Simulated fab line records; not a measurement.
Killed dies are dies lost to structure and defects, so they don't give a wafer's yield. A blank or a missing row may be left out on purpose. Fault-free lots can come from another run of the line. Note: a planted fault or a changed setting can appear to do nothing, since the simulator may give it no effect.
Chamber matching :: flow sky130 :: 4 sister chambers for SKY_VIA3_CMP_02 on cmp-02
The step polishes SiO2. 7 wafers are shown with their chamber, then 7 later ones without.

## WAFERS WITH THEIR CHAMBER
wafer: L754.5
chamber: 0
motor_current_A (A): 11.2

wafer: L754.6
chamber: 1
motor_current_A (A): 12.9

wafer: L756.2
chamber: 2
motor_current_A (A): 14.7

wafer: L756.3
chamber: 3
motor_current_A (A): 13.1

wafer: L756.4
chamber: 0
motor_current_A (A): 11.3

wafer: L763.1
chamber: 3
motor_current_A (A): 13.2

wafer: L763.3
chamber: 2
motor_current_A (A): 14.4

## WAFERS WITH NO CHAMBER GIVEN
wafer: L763.6
motor_current_A (A): 14.8

wafer: L770.4
motor_current_A (A): 12.7

wafer: L770.5
motor_current_A (A): 13.6

wafer: L770.6
motor_current_A (A): 11.4

wafer: L773.1
motor_current_A (A): 11.3

wafer: L773.5
motor_current_A (A): 14.0

wafer: L773.6
motor_current_A (A): 12.2

## THE CHAMBER EACH PASSED THROUGH
wafer: L763.6
from the rows above: 2
in truth: 2

wafer: L770.4
from the rows above: can't be placed: 1 or 3
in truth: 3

wafer: L770.5
from the rows above: can't be placed: 3 or 1
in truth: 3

wafer: L770.6
from the rows above: 0
in truth: 0

wafer: L773.1
from the rows above: 0
in truth: 0

wafer: L773.5
from the rows above: 2
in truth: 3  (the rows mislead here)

wafer: L773.6
from the rows above: can't be placed: 1 or 0 or 3
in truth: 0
Placed correctly: 3 of 7. Cannot be placed on the basis of these rows: 3; the candidates contain the true chamber in 3. 1 placed wrongly.
How it was worked out, from the rows above alone: a wafer's distance from a chamber is the root of the sum, over the readings, of the square of ((its reading less the chamber's mean) divided by the reading's scatter). If the next closest chamber is less than 2 further off than the closest, the wafer can't be placed; otherwise it belongs to the closest. A chamber's mean is the mean of its shown wafers. The scatter: take each reading less its chamber's mean, square it, sum over the shown wafers, divide by the number of wafers less the number of chambers, and take the root.
